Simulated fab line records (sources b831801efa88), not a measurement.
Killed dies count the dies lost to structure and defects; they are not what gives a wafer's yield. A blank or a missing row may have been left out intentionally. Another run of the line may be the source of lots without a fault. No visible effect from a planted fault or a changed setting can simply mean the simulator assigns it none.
Matching of chambers / flow sky130 / 4 sister chambers for SKY_FIELD_ISO_ETCH_15 on rieDiel-02
The step etches the open film in CHF3/O2, stops on Si, target depth 180 nm, time 72 s. 16 wafers are shown with their chamber, then 8 later ones without.

WAFERS WITH THEIR CHAMBER
wafer=L076.2; chamber=2; oesProductAu (a.u.)=0.950; throttleValvePct (%)=8.843
wafer=L076.3; chamber=1; oesProductAu (a.u.)=0.948; throttleValvePct (%)=8.831
wafer=L076.4; chamber=0; oesProductAu (a.u.)=0.936; throttleValvePct (%)=8.838
wafer=L077.3; chamber=3; oesProductAu (a.u.)=0.943; throttleValvePct (%)=8.843
wafer=L077.5; chamber=1; oesProductAu (a.u.)=0.942; throttleValvePct (%)=8.830
wafer=L077.6; chamber=3; oesProductAu (a.u.)=0.935; throttleValvePct (%)=8.852
wafer=L083.1; chamber=2; oesProductAu (a.u.)=0.946; throttleValvePct (%)=8.839
wafer=L083.2; chamber=3; oesProductAu (a.u.)=0.947; throttleValvePct (%)=8.834
wafer=L083.6; chamber=0; oesProductAu (a.u.)=0.941; throttleValvePct (%)=8.844
wafer=L084.1; chamber=1; oesProductAu (a.u.)=0.959; throttleValvePct (%)=8.847
wafer=L084.3; chamber=2; oesProductAu (a.u.)=0.954; throttleValvePct (%)=8.838
wafer=L084.6; chamber=0; oesProductAu (a.u.)=0.946; throttleValvePct (%)=8.842
wafer=L089.1; chamber=3; oesProductAu (a.u.)=0.941; throttleValvePct (%)=8.853
wafer=L089.4; chamber=0; oesProductAu (a.u.)=0.944; throttleValvePct (%)=8.849
wafer=L089.5; chamber=1; oesProductAu (a.u.)=0.953; throttleValvePct (%)=8.847
wafer=L091.1; chamber=2; oesProductAu (a.u.)=0.959; throttleValvePct (%)=8.864

SIGNATURES (averages over the wafers above)
reading=oesProductAu; chamber 0=0.94175; chamber 1=0.95050; chamber 2=0.95225; chamber 3=0.94150; scatter within a chamber=0.00564
reading=throttleValvePct; chamber 0=8.84325; chamber 1=8.83875; chamber 2=8.84600; chamber 3=8.84550; scatter within a chamber=0.00921
Rule: a wafer lies at a distance from a chamber equal to the root of the sum of squares, over the readings, of (its reading less the chamber's mean, divided by the reading's scatter). If the next closest chamber is less than 2 further off than the closest, the wafer can't be placed; otherwise it belongs to the closest. The scatter: the root of (the sum of the squares of (reading less its chamber's mean) over the shown wafers, divided by (wafers less chambers)).

WAFERS WHOSE CHAMBER IS MISSING
wafer=L091.3; oesProductAu (a.u.)=0.948; throttleValvePct (%)=8.843
wafer=L091.5; oesProductAu (a.u.)=0.954; throttleValvePct (%)=8.846
wafer=L093.1; oesProductAu (a.u.)=0.957; throttleValvePct (%)=8.842
wafer=L093.3; oesProductAu (a.u.)=0.955; throttleValvePct (%)=8.842
wafer=L093.5; oesProductAu (a.u.)=0.954; throttleValvePct (%)=8.847
wafer=L096.3; oesProductAu (a.u.)=0.952; throttleValvePct (%)=8.861
wafer=L096.4; oesProductAu (a.u.)=0.948; throttleValvePct (%)=8.834
wafer=L096.5; oesProductAu (a.u.)=0.956; throttleValvePct (%)=8.857

EACH ONE'S CHAMBER
wafer=L091.3; from the rows above=can't be placed: 1 or 2 or 0 or 3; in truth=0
wafer=L091.5; from the rows above=can't be placed: 2 or 1 or 0 or 3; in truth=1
wafer=L093.1; from the rows above=can't be placed: 2 or 1 or 0 or 3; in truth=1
wafer=L093.3; from the rows above=can't be placed: 2 or 1 or 0 or 3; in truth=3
wafer=L093.5; from the rows above=can't be placed: 2 or 1 or 0 or 3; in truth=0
wafer=L096.3; from the rows above=can't be placed: 2 or 1 or 3 or 0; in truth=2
wafer=L096.4; from the rows above=can't be placed: 1 or 0 or 2 or 3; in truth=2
wafer=L096.5; from the rows above=can't be placed: 2 or 1 or 3 or 0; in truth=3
Placed correctly: 0 of 8. From these rows, 8 cannot be placed; in 8 the true chamber is one of the candidates. 0 placed wrongly.
